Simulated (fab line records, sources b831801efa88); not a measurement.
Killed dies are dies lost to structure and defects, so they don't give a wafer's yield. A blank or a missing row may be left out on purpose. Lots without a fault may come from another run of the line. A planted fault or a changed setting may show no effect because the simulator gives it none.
Chamber matching | flow gf180mcu | GF_V2_CVD_02 on pecvd-01: 3 sister chambers
The step deposits SiO2 from TEOS, target thk 850 nm, time 94.851 s. 6 wafers are shown with their chamber, then 8 later ones without.

WAFERS WITH THEIR CHAMBER
wafer  | chamber | heater_power_w (W) | heater_power_outer_w (W)
L084.5 | 0       | 626                | 430
L084.6 | 2       | 709                | 380
L085.1 | 0       | 594                | 379
L085.5 | 2       | 890                | 511
L085.6 | 1       | 466                | 245
L088.3 | 1       | 500                | 271

WAFERS WITHOUT THEIR CHAMBER
wafer  | heater_power_w (W) | heater_power_outer_w (W)
L088.4 | 645                | 427
L088.6 | 890                | 516
L089.1 | 898                | 513
L089.2 | 594                | 384
L089.6 | 463                | 245
L093.2 | 595                | 390
L093.3 | 581                | 316
L093.5 | 736                | 390

WHICH CHAMBER EACH WENT THROUGH
wafer  | from the rows above     | in truth
L088.4 | can't be placed: 0 or 2 | 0
L088.6 | 2                       | 2
L089.1 | 2                       | 2
L089.2 | 0                       | 0
L089.6 | 1                       | 1
L093.2 | 0                       | 0
L093.3 | can't be placed: 0 or 1 | 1
L093.5 | can't be placed: 2 or 0 | 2
Placed correctly: 5 of 8. Can't be placed from these rows: 3 (the true chamber is among the candidates in 3). Placed wrongly: 0.
How it was worked out, from the rows above alone: a wafer's distance from a chamber is the root of the sum, over the readings, of the square of ((its reading less the chamber's mean) divided by the reading's scatter). The wafer belongs to the nearest chamber; if the next one is less than 2 further off, it can't be placed. A chamber's mean is the mean of its shown wafers. The scatter: the root of (the sum of the squares of (reading less its chamber's mean) over the shown wafers, divided by (wafers less chambers)).
